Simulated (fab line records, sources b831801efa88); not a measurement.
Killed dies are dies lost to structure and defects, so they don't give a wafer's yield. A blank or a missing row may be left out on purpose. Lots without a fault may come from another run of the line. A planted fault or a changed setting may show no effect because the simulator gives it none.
Chamber matching | flow sfq_line | SFQ_TRILAYER_A5B_CMP_CMP_130 on cmp-01: 4 sister chambers
The step polishes, stops on Nb, target thk 340.7 nm. 4 wafers are shown with their chamber, then 8 later ones without.

WAFERS WITH THEIR CHAMBER
wafer  | chamber | motor_current_A (A)
L553.4 | 3       | 10.0
L554.3 | 2       | 10.6
L554.5 | 0       | 9.7
L558.2 | 1       | 10.2

WAFERS WITHOUT THEIR CHAMBER
wafer  | motor_current_A (A)
L558.5 | 10.5
L558.6 | 9.3
L561.4 | 11.0
L561.5 | 9.5
L561.6 | 11.1
L567.3 | 9.7
L567.5 | 10.0
L567.6 | 11.0

WHICH CHAMBER EACH WENT THROUGH
wafer  | from the rows above               | in truth
L558.5 | can't be placed: 2 or 1 or 3      | 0
L558.6 | can't be placed: 0 or 3 or 1      | 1
L561.4 | can't be placed: 2 or 1 or 3      | 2
L561.5 | can't be placed: 0 or 3 or 1      | 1
L561.6 | can't be placed: 2 or 1 or 3      | 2
L567.3 | can't be placed: 0 or 3 or 1      | 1
L567.5 | can't be placed: 3 or 1 or 0 or 2 | 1
L567.6 | can't be placed: 2 or 1 or 3      | 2
Placed correctly: 0 of 8. Can't be placed from these rows: 8 (the true chamber is among the candidates in 7). Placed wrongly: 0.
How it was worked out, from the rows above alone: a wafer's distance from a chamber is the root of the sum, over the readings, of the square of ((its reading less the chamber's mean) divided by the reading's scatter). The wafer belongs to the nearest chamber; if the next one is less than 2 further off, it can't be placed. A chamber's mean is the mean of its shown wafers. The scatter: with one shown wafer a chamber, the root of the mean of the squares of how far each hidden wafer lies from its nearest shown one.
